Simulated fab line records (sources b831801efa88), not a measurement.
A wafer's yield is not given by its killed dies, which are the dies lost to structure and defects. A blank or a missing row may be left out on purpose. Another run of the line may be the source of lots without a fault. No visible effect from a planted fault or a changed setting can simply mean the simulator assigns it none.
fab line records	flow sky130	part 1 of 2: steps 1 to 30 of 39
record lots=5	wafers=15	lastDay=50
route steps=708 shown VIA4@644 METAL5@661 PASSIVATION@681
lots that met no fault: from a run of the same line without faults
startH: hours from the record's opening day to when the first of the lot's shown wafers began	waitH: how many hours have passed since the lot's step before this one	" unchanged from the row above	L1.1+2: a row that stands for several wafers	- value missing, or start not given	* or withheld: withheld	< > ~ a bound
route shown NAME@n: names a module that has steps shown in the file, with the first one's number in the route	usual: the fault-free wafers' mean and standard deviation	same: alike in all rows	chamber/n: place in a boat	sites: readings site by site	_std_site: the values' standard deviation	_edge_site: inner sites' mean taken away from outer sites' mean	radiusMm: how far each site lies from the wafer's centre	mask NAME#n: copy n	behind: the most recent tool/chamber to have shaped the wafer	hold: what put the lot on hold/how long, in hours/how the hold closed	device: names the non-switching transistor (n, p or np)	end of line: tests run on the same wafers once the route is complete	step lacking rows: just its recipe	killed: dies lost to structure and defects at the first sort, not the wafer's yield	map: the dies of a wafer, with x for killed, . for not killed, _ for no die there
set.NAME: the setting the step ran with; set.NAME@STEP: the setting that earlier step ran with	model.NAME: the simulator's own value behind a step, which no gauge read
lots seen at some steps along the route; tables by step, rows by wafer
services: a tool's chamber out of use, with start hour (startH, from the record's first day; less than 0 if before it), hours out, and reason
## steps
# step SKY_VIA4_HMDS_05
# recipe primeTimeS=60	primeTempC=120
lot.wafer	tool	chamber	startH	waitH
L083.2+4+5	lithoTrack-04	0	1053.28	0.1
L087.2+3+4	lithoTrack-03	0	1086.02	0.1
L095.2+3+6	lithoTrack-01	0	1126.00	0.1
L096.3+4+6	lithoTrack-04	0	1130.81	0.1
L097.1+2+4	lithoTrack-04	0	1134.51	0.1
# step SKY_VIA4_COAT_06
# recipe resist=NOVOLAK	spinRpm=3000	resistThkNm=1140
lot.wafer	tool	chamber	startH	waitH
L083.2+4+5	lithoTrack-04	0	1053.43	0.1
L087.2+3+4	lithoTrack-03	0	1086.17	0.1
L095.2+3+6	lithoTrack-01	0	1126.15	0.1
L096.3+4+6	lithoTrack-04	0	1130.96	0.1
L097.1+2+4	lithoTrack-04	0	1134.66	0.1
# step SKY_VIA4_SOFTBAKE_07
# recipe tempC=90	timeS=60	resist=NOVOLAK
# usual plateTempC=89.98/0.15
lot.wafer	tool	chamber	startH	waitH	plateTempC
L083.2	lithoTrack-04	0	1053.58	0.1	89.97
L083.4	"	0	"	"	89.85
L083.5	"	0	"	"	90.04
L087.2	lithoTrack-03	0	1086.32	0.1	89.98
L087.3	"	0	"	"	90.12
L087.4	"	0	"	"	89.98
L095.2	lithoTrack-01	0	1126.30	0.1	89.87
L095.3	"	0	"	"	90.05
L095.6	"	0	"	"	90.17
L096.3	lithoTrack-04	0	1131.11	0.1	90.00
L096.4	"	0	"	"	90.10
L096.6	"	0	"	"	89.99
L097.1	lithoTrack-04	0	1134.81	0.1	90.00
L097.2	"	0	"	"	89.76
L097.4	"	0	"	"	89.91
# step SKY_VIA4_EXPOSE_08
# recipe maskId=VIM4	na=0.6	sourceShape=conventional	sigmaOuter=0.6	polarization=unpolarized	targetCdNm=800	doseMj=132
lot.wafer	tool	chamber	startH	waitH	mask
L083.2+4+5	ilineStepper-01	0	-	-	VIM4#0
L087.2+3+4	ilineStepper-01	0	-	-	VIM4#0
L095.2+3+6	ilineStepper-01	0	-	-	VIM4#0
L096.3+4+6	ilineStepper-02	0	-	-	VIM4#0
L097.1+2+4	ilineStepper-02	0	-	-	VIM4#0
# step SKY_VIA4_PEB_09
# recipe tempC=withheld	timeS=*	resist=NOVOLAK
lot.wafer	tool	chamber	startH	waitH
L083.2+4+5	lithoTrack-03	0	-	-
L087.2+3+4	lithoTrack-03	0	-	-
L095.2+3+6	lithoTrack-03	0	-	-
L096.3+4+6	lithoTrack-01	0	-	-
L097.1+2+4	lithoTrack-03	0	-	-
# step SKY_VIA4_DEVELOP_10
# recipe resist=NOVOLAK	developer=TMAH	developTimeS=60	devTempC=23
# same developTimeS=60
lot.wafer	tool	chamber	startH	waitH
L083.2+4+5	lithoTrack-03	0	1064.42	0.1
L087.2+3+4	lithoTrack-03	0	1096.37	0.1
L095.2+3+6	lithoTrack-03	0	1135.47	0.1
L096.3+4+6	lithoTrack-01	0	1140.17	0.1
L097.1+2+4	lithoTrack-03	0	1143.95	0.1
# step SKY_VIA4_OVL_MEAS_11
# usual VIA4_OVL=-0.7/1.2
lot.wafer	tool	chamber	startH	waitH	VIA4_OVL[nm]
L083.2	overlay-01	-	1064.59	0.1	-0.2
L083.4	"	-	"	"	-2.1
L083.5	"	-	"	"	-2.4
L087.2	overlay-02	-	1096.50	0.1	-0.4
L087.3	"	-	"	"	-0.3
L087.4	"	-	"	"	-1.7
L095.2	overlay-02	-	1135.60	0.1	-1.0
L095.3	"	-	"	"	0.0
L095.6	"	-	"	"	-1.8
L096.3	overlay-02	-	1140.29	0.1	0.8
L096.4	"	-	"	"	0.4
L096.6	"	-	"	"	1.6
L097.1	overlay-01	-	1144.10	0.1	0.0
L097.2	"	-	"	"	-0.5
L097.4	"	-	"	"	-1.2
# step SKY_VIA4_ETCH_12
# recipe target=SiO2	chemistry=C4F8/O2/Ar	stopOn=TiN	maskMaterial=NOVOLAK	sourceW=1500	biasW=1200	pressureMtorr=40	c4f8FlowSccm=withheld	O2_flow_sccm=6	Ar_flow_sccm=300	timeS=withheld	targetDepthA=5800
# usual oesProductAu=0.926/0.004	rfFwdPowerW=1492/4.8
lot.wafer	tool	chamber	startH	waitH	oesProductAu	rfFwdPowerW
L083.2	rieDiel-01	1	1064.62	0.0	0.923	1499
L083.4	"	0	"	"	0.926	1500
L083.5	"	1	"	"	0.932	1499
L087.2	rieDiel-02	2	1096.53	0.0	0.929	1495
L087.3	"	1	"	"	0.921	1482
L087.4	"	3	"	"	0.928	1484
L095.2	rieDiel-04	3	1135.63	0.0	0.926	1485
L095.3	"	2	"	"	0.927	1493
L095.6	"	1	"	"	0.923	1484
L096.3	rieDiel-01	0	1140.31	0.0	0.922	1497
L096.4	"	1	"	"	0.920	1504
L096.6	"	2	"	"	0.936	1498
L097.1	rieDiel-01	0	1144.13	0.0	0.924	1489
L097.2	"	2	"	"	0.930	1498
L097.4	"	3	"	"	0.923	1489
# step SKY_VIA4_STRIP_13
# recipe chemistry=O2/N2	powerW=1400	pressureMtorr=1500	platenTempC=withheld	o2FlowSccm=3000	n2FlowSccm=300	overashFraction=0.5
# usual drypumpMotorCurrentA=5.9/0.5	oesProductAu=0.710/0.0048	stripTimeToEndpointS=12.81/0.03
lot.wafer	tool	chamber	startH	waitH	drypumpMotorCurrentA	oesProductAu	rfHoursCounterH	stripTimeToEndpointS
L083.2	plasmaAsher-03	0	1064.69	-	6.1	0.713	0	12.86
L083.4	"	1	"	"	6.3	0.708	-	12.78
L083.5	"	0	"	"	6.1	0.709	-	12.86
L087.2	plasmaAsher-03	0	1096.60	-	6.1	0.714	3	12.82
L087.3	"	1	"	"	6.3	0.712	-	12.77
L087.4	"	0	"	"	6.1	0.712	-	12.80
L095.2	plasmaAsher-02	1	1135.70	-	4.9	0.706	100	12.79
L095.3	"	1	"	"	4.9	0.703	-	12.84
L095.6	"	1	"	"	4.9	0.711	-	12.85
L096.3	plasmaAsher-03	1	1140.42	-	6.3	0.697	-	12.77
L096.4	"	0	"	"	6.1	0.710	-	12.83
L096.6	"	1	"	"	6.3	0.709	-	12.77
L097.1	plasmaAsher-01	1	1144.20	-	5.7	0.699	42	12.84
L097.2	"	0	"	"	5.9	0.706	42	12.78
L097.4	"	0	"	"	5.9	0.703	-	12.79
# step SKY_VIA4_STRIP_14
# recipe chemistry=postEtchResidueRemover	timeS=1200	tempC=72.5
lot.wafer	tool	chamber	startH	waitH
L083.2+4+5	wetBench-01	1	1064.79	0.1
L087.2+3+4	wetBench-04	3	1096.70	0.1
L095.2+3+6	wetBench-01	3	1135.80	0.1
L096.3+4+6	wetBench-03	3	1140.48	0.0
L097.1+2+4	wetBench-01	3	1144.30	0.1
# step SKY_VIA4_CLEAN_15
# recipe chemistry=IPA	timeS=180	tempC=25
lot.wafer	tool	chamber	startH	waitH
L083.2+4+5	wetBench-01	2	1065.13	0.0
L087.2+3+4	wetBench-01	1	1097.05	0.0
L095.2+3+6	wetBench-01	1	1136.15	0.0
L096.3+4+6	wetBench-01	1	1140.86	0.0
L097.1+2+4	wetBench-03	2	1144.65	0.0
# step SKY_VIA4_CLEAN_16
# recipe chemistry=O3/DIW	dry=n2Spin
lot.wafer	tool	chamber	startH	waitH
L083.2+4+5	wetBench-01	1	1065.19	0.0
L087.2+3+4	wetBench-03	2	1097.11	0.0
L095.2+3+6	wetBench-03	2	1136.20	0.0
L096.3+4+6	wetBench-04	0	1140.91	0.0
L097.1+2+4	wetBench-04	3	1144.71	0.0
# step SKY_VIA4_SPUTTER_17
# recipe material=TiN	targetThkNm=20	chamberPressurePa=5	powerW=4000	timeS=80
# usual throttleValvePct=30.1/0.92
lot.wafer	tool	chamber	startH	waitH	throttleValvePct
L083.2	pvdSputter-04	-	1065.28	0.0	30.6
L083.4	"	-	"	"	29.7
L083.5	"	-	"	"	30.6
L087.2	pvdSputter-03	-	1097.21	0.0	30.4
L087.3	"	-	"	"	30.9
L087.4	"	-	"	"	30.7
L095.2	pvdSputter-02	-	1136.30	0.0	30.3
L095.3	"	-	"	"	28.2
L095.6	"	-	"	"	28.6
L096.3	pvdSputter-04	-	1141.01	0.0	30.5
L096.4	"	-	"	"	30.4
L096.6	"	-	"	"	30.9
L097.1	pvdSputter-03	-	1144.80	0.0	30.7
L097.2	"	-	"	"	30.7
L097.4	"	-	"	"	30.5
# step SKY_VIA4_CVD_18
# recipe material=W	targetThkNm=505	timeS=152.14	tempC=400	pressureTorr=40
# usual heaterPowerW=883/60
lot.wafer	tool	chamber	startH	waitH	heaterPowerW
L083.2	cvdW-01	0	1065.34	0.0	824
L083.4	"	0	"	"	832
L083.5	"	0	"	"	829
L087.2	cvdW-02	0	1097.27	0.0	894
L087.3	"	1	"	"	842
L087.4	"	0	"	"	905
L095.2	cvdW-02	0	1136.36	0.0	894
L095.3	"	0	"	"	906
L095.6	"	1	"	"	843
L096.3	cvdW-02	0	1141.12	0.1	897
L096.4	"	1	"	"	834
L096.6	"	1	"	"	826
L097.1	cvdW-01	1	1144.86	0.0	975
L097.2	"	0	"	"	820
L097.4	"	0	"	"	823
# step SKY_VIA4_RS_MEAS_19
# recipe thkMeasGauge=four-point-probe	reads=W_of_VIA4_CVD_18+TiN_of_VIA4_SPUTTER_17
# usual VIA4_W_RS=0.224/0.0041
lot.wafer	tool	chamber	startH	waitH	VIA4_W_RS[ohm/sq]
L083.2	filmMetro-01	-	1065.51	0.1	0.228
L083.4	"	-	"	"	0.231
L083.5	"	-	"	"	0.228
L087.2	filmMetro-03	-	1097.44	0.1	0.221
L087.3	"	-	"	"	0.226
L087.4	"	-	"	"	0.222
L095.2	filmMetro-04	-	1136.53	0.1	0.225
L095.3	"	-	"	"	0.222
L095.6	"	-	"	"	0.225
L096.3	filmMetro-01	-	1141.26	0.1	0.222
L096.4	"	-	"	"	0.225
L096.6	"	-	"	"	0.227
L097.1	filmMetro-03	-	1145.01	0.1	0.220
L097.2	"	-	"	"	0.231
L097.4	"	-	"	"	0.231
# step SKY_VIA4_THK_MEAS_20
# recipe thkMeasGauge=xrf	reads=W_of_VIA4_CVD_18
# usual VIA4_W_THK=519/10
lot.wafer	tool	chamber	startH	waitH	VIA4_W_THK[nm]
L083.2	filmMetro-01	-	1065.62	0.1	508
L083.4	"	-	"	"	505
L083.5	"	-	"	"	505
L087.2	filmMetro-03	-	1097.55	0.1	522
L087.3	"	-	"	"	507
L087.4	"	-	"	"	520
L095.2	filmMetro-04	-	1136.64	0.1	517
L095.3	"	-	"	"	528
L095.6	"	-	"	"	517
L096.3	filmMetro-01	-	1141.36	0.1	523
L096.4	"	-	"	"	517
L096.6	"	-	"	"	515
L097.1	filmMetro-03	-	1145.13	0.1	530
L097.2	"	-	"	"	505
L097.4	"	-	"	"	503
# step SKY_VIA4_CMP_21
# recipe stopOn=SiO2	tOverpolishS=25	downForcePsi=3.5	platenRpm=60	targetThkNm=0	padVelocityMS=0.94248
# usual motorCurrentA=12.0/1.1	overpolishRunS=25.000/0.0087	timeToEndpointS=126/4.2
lot.wafer	tool	chamber	startH	waitH	motorCurrentA	overpolishRunS	timeToEndpointS
L083.4	cmp-01	1	1065.67	0.0	11.4	24.997	123
L083.2	"	2	"	"	12.6	25.008	120
L083.5	"	2	"	"	12.9	24.999	121
L087.3	cmp-02	0	1097.60	0.0	12.8	24.995	122
L087.4	"	2	"	"	14.0	25.007	124
L087.2	"	3	"	"	12.4	24.999	127
L095.2	cmp-01	0	1136.74	0.1	11.1	24.993	131
L095.3	"	2	"	"	13.0	25.007	132
L095.6	"	3	"	"	10.4	24.993	126
L096.3	cmp-02	2	1141.45	0.1	13.0	24.998	131
L096.4	"	0	"	"	13.4	25.001	130
L096.6	"	2	"	"	13.0	25.008	127
L097.4	cmp-02	2	1145.19	0.0	12.8	25.005	124
L097.1	"	0	"	"	13.1	25.004	132
L097.2	"	1	"	"	12.7	25.016	123
# step SKY_METAL5_SPUTTER_00
# recipe material=Ti	targetThkNm=15	powerW=3000	timeS=10	chamberPressurePa=0.4
# usual throttleValvePct=30.0/0.84
lot.wafer	tool	chamber	startH	waitH	throttleValvePct
L083.2	pvdSputter-02	-	1065.97	0.2	30.4
L083.4	"	-	"	"	28.3
L083.5	"	-	"	"	27.8
L087.2	pvdSputter-04	-	1097.90	0.1	30.5
L087.3	"	-	"	"	29.9
L087.4	"	-	"	"	30.7
L095.2	pvdSputter-04	-	1136.99	0.2	30.5
L095.3	"	-	"	"	30.4
L095.6	"	-	"	"	30.7
L096.3	pvdSputter-04	-	1141.70	0.2	30.5
L096.4	"	-	"	"	30.8
L096.6	"	-	"	"	30.5
L097.1	pvdSputter-04	-	1145.49	0.1	30.7
L097.2	"	-	"	"	30.3
L097.4	"	-	"	"	30.3
# step SKY_METAL5_SPUTTER_01
# recipe material=TiN	targetThkNm=20	powerW=6500	timeS=16.7	chamberPressurePa=0.4
# usual throttleValvePct=29.9/0.86
lot.wafer	tool	chamber	startH	waitH	throttleValvePct
L083.2	pvdSputter-02	-	1066.00	0.0	30.6
L083.4	"	-	"	"	28.3
L083.5	"	-	"	"	27.7
L087.2	pvdSputter-04	-	1097.92	0.0	30.4
L087.3	"	-	"	"	29.6
L087.4	"	-	"	"	30.6
L095.2	pvdSputter-04	-	1137.01	0.0	30.8
L095.3	"	-	"	"	30.4
L095.6	"	-	"	"	30.6
L096.3	pvdSputter-04	-	1141.72	0.0	30.6
L096.4	"	-	"	"	30.7
L096.6	"	-	"	"	30.4
L097.1	pvdSputter-04	-	1145.52	0.0	30.4
L097.2	"	-	"	"	30.5
L097.4	"	-	"	"	30.3
# step SKY_METAL5_SPUTTER_02
# recipe material=AlCu	targetThkNm=1150	powerW=10600	timeS=61.2	chamberPressurePa=0.4
# usual throttleValvePct=29.9/0.86
lot.wafer	tool	chamber	startH	waitH	throttleValvePct
L083.2	pvdSputter-02	-	1066.02	0.0	30.6
L083.4	"	-	"	"	28.5
L083.5	"	-	"	"	27.6
L087.2	pvdSputter-04	-	1097.95	0.0	31.0
L087.3	"	-	"	"	29.8
L087.4	"	-	"	"	30.5
L095.2	pvdSputter-04	-	1137.04	0.0	30.8
L095.3	"	-	"	"	30.7
L095.6	"	-	"	"	30.6
L096.3	pvdSputter-04	-	1141.75	0.0	30.5
L096.4	"	-	"	"	30.8
L096.6	"	-	"	"	30.3
L097.1	pvdSputter-04	-	1145.54	0.0	30.8
L097.2	"	-	"	"	30.5
L097.4	"	-	"	"	30.2
# step SKY_METAL5_SPUTTER_03
# recipe material=Ti	targetThkNm=5	powerW=3000	timeS=3.3	chamberPressurePa=0.4
# usual throttleValvePct=30.0/0.86
lot.wafer	tool	chamber	startH	waitH	throttleValvePct
L083.2	pvdSputter-02	-	1066.07	0.0	30.4
L083.4	"	-	"	"	28.3
L083.5	"	-	"	"	28.2
L087.2	pvdSputter-04	-	1098.00	0.0	30.9
L087.3	"	-	"	"	29.7
L087.4	"	-	"	"	30.4
L095.2	pvdSputter-04	-	1137.09	0.0	30.4
L095.3	"	-	"	"	30.8
L095.6	"	-	"	"	30.7
L096.3	pvdSputter-04	-	1141.80	0.0	30.7
L096.4	"	-	"	"	30.7
L096.6	"	-	"	"	30.4
L097.1	pvdSputter-04	-	1145.59	0.0	30.6
L097.2	"	-	"	"	30.6
L097.4	"	-	"	"	30.8
# step SKY_METAL5_SPUTTER_04
# recipe material=TiN	targetThkNm=70	powerW=6500	timeS=58.3	chamberPressurePa=0.4
# usual throttleValvePct=29.9/0.83
lot.wafer	tool	chamber	startH	waitH	throttleValvePct
L083.2	pvdSputter-02	-	1066.09	0.0	30.3
L083.4	"	-	"	"	28.5
L083.5	"	-	"	"	27.7
L087.2	pvdSputter-04	-	1098.02	0.0	30.7
L087.3	"	-	"	"	29.8
L087.4	"	-	"	"	30.7
L095.2	pvdSputter-04	-	1137.11	0.0	30.7
L095.3	"	-	"	"	30.5
L095.6	"	-	"	"	30.6
L096.3	pvdSputter-04	-	1141.82	0.0	30.2
L096.4	"	-	"	"	30.7
L096.6	"	-	"	"	30.6
L097.1	pvdSputter-04	-	1145.61	0.0	30.7
L097.2	"	-	"	"	30.5
L097.4	"	-	"	"	30.5
# step SKY_METAL5_RS_MEAS_05
# recipe thkMeasGauge=four-point-probe	reads=TiN_of_METAL5_SPUTTER_04+Ti_of_METAL5_SPUTTER_03+AlCu_of_METAL5_SPUTTER_02+TiN_of_METAL5_SPUTTER_01+Ti_of_METAL5_SPUTTER_00
# usual METAL5_ALCU_RS=0.027/0.00029
lot.wafer	tool	chamber	startH	waitH	METAL5_ALCU_RS[ohm/sq]
L083.2	filmMetro-03	-	1066.16	0.0	0.02692
L083.4	"	-	"	"	0.02729
L083.5	"	-	"	"	0.02712
L087.2	filmMetro-03	-	1098.09	0.0	0.02768
L087.3	"	-	"	"	0.02712
L087.4	"	-	"	"	0.02724
L095.2	filmMetro-03	-	1137.18	0.0	0.02683
L095.3	"	-	"	"	0.02743
L095.6	"	-	"	"	0.02735
L096.3	filmMetro-04	-	1141.91	0.1	0.02645
L096.4	"	-	"	"	0.02669
L096.6	"	-	"	"	0.02658
L097.1	filmMetro-02	-	1145.66	0.0	0.02729
L097.2	"	-	"	"	0.02704
L097.4	"	-	"	"	0.02647
# step SKY_METAL5_THK_MEAS_06
# recipe thkMeasGauge=xrf	reads=AlCu_of_METAL5_SPUTTER_02
# usual METAL5_ALCU_THK=1162/14
lot.wafer	tool	chamber	startH	waitH	METAL5_ALCU_THK[nm]
L083.2	filmMetro-03	-	1066.27	0.1	1162
L083.4	"	-	"	"	1152
L083.5	"	-	"	"	1153
L087.2	filmMetro-03	-	1098.20	0.1	1122
L087.3	"	-	"	"	1146
L087.4	"	-	"	"	1146
L095.2	filmMetro-03	-	1137.29	0.1	1173
L095.3	"	-	"	"	1143
L095.6	"	-	"	"	1141
L096.3	filmMetro-04	-	1142.01	0.1	1197
L096.4	"	-	"	"	1179
L096.6	"	-	"	"	1191
L097.1	filmMetro-02	-	1145.78	0.1	1155
L097.2	"	-	"	"	1162
L097.4	"	-	"	"	1199
# step SKY_METAL5_DEHYDRATE_07
# recipe tempC=200	timeS=60
# usual plateTempC=199.99/0.15
lot.wafer	tool	chamber	startH	waitH	plateTempC
L083.2	lithoTrack-02	0	1076.38	10.1	199.91
L083.4	"	0	"	"	199.56
L083.5	"	0	"	"	199.88
L087.2	lithoTrack-03	0	1107.92	9.7	200.01
L087.3	"	0	"	"	199.82
L087.4	"	0	"	"	199.93
L095.2	lithoTrack-02	0	1145.73	8.4	200.08
L095.3	"	0	"	"	199.98
L095.6	"	0	"	"	199.91
L096.3	lithoTrack-03	0	1150.55	8.5	200.13
L096.4	"	0	"	"	200.13
L096.6	"	0	"	"	200.09
L097.1	lithoTrack-02	0	1154.06	8.3	199.97
L097.2	"	0	"	"	200.21
L097.4	"	0	"	"	199.98
# step SKY_METAL5_HMDS_08
# recipe primeTimeS=60	primeTempC=120
lot.wafer	tool	chamber	startH	waitH
L083.2+4+5	lithoTrack-02	0	1076.53	0.1
L087.2+3+4	lithoTrack-03	0	1108.07	0.1
L095.2+3+6	lithoTrack-02	0	1145.88	0.1
L096.3+4+6	lithoTrack-03	0	1150.70	0.1
L097.1+2+4	lithoTrack-02	0	1154.21	0.1
# step SKY_METAL5_COAT_09
# recipe resist=NOVOLAK	spinRpm=3000	resistThkNm=1800
lot.wafer	tool	chamber	startH	waitH
L083.2+4+5	lithoTrack-02	0	1076.68	0.1
L087.2+3+4	lithoTrack-03	0	1108.22	0.1
L095.2+3+6	lithoTrack-02	0	1146.03	0.1
L096.3+4+6	lithoTrack-03	0	1150.85	0.1
L097.1+2+4	lithoTrack-02	0	1154.36	0.1
# step SKY_METAL5_SOFTBAKE_10
# recipe tempC=90	timeS=60	resist=NOVOLAK
# usual plateTempC=90.01/0.13
lot.wafer	tool	chamber	startH	waitH	plateTempC
L083.2	lithoTrack-02	0	1076.83	0.1	89.93
L083.4	"	0	"	"	90.23
L083.5	"	0	"	"	89.92
L087.2	lithoTrack-03	0	1108.37	0.1	89.87
L087.3	"	0	"	"	89.94
L087.4	"	0	"	"	89.94
L095.2	lithoTrack-02	0	1146.18	0.1	89.85
L095.3	"	0	"	"	90.07
L095.6	"	0	"	"	89.88
L096.3	lithoTrack-03	0	1151.00	0.1	90.20
L096.4	"	0	"	"	90.01
L096.6	"	0	"	"	90.20
L097.1	lithoTrack-02	0	1154.51	0.1	90.22
L097.2	"	0	"	"	89.98
L097.4	"	0	"	"	90.00
# step SKY_METAL5_EXPOSE_11
# recipe maskId=MM5	na=0.6	sourceShape=conventional	sigmaOuter=0.6	polarization=unpolarized	targetCdNm=1600	doseMj=190
lot.wafer	tool	chamber	startH	waitH	mask
L083.2+4+5	ilineStepper-01	0	-	-	MM5#0
L087.2+3+4	ilineStepper-02	0	-	-	MM5#0
L095.2+3+6	ilineStepper-02	0	-	-	MM5#0
L096.3+4+6	ilineStepper-01	0	-	-	MM5#0
L097.1+2+4	ilineStepper-01	0	-	-	MM5#0
# step SKY_METAL5_PEB_12
# recipe tempC=withheld	timeS=*	resist=NOVOLAK
lot.wafer	tool	chamber	startH	waitH
L083.2+4+5	lithoTrack-03	0	-	-
L087.2+3+4	lithoTrack-02	0	-	-
L095.2+3+6	lithoTrack-03	0	-	-
L096.3+4+6	lithoTrack-04	0	-	-
L097.1+2+4	lithoTrack-02	0	-	-
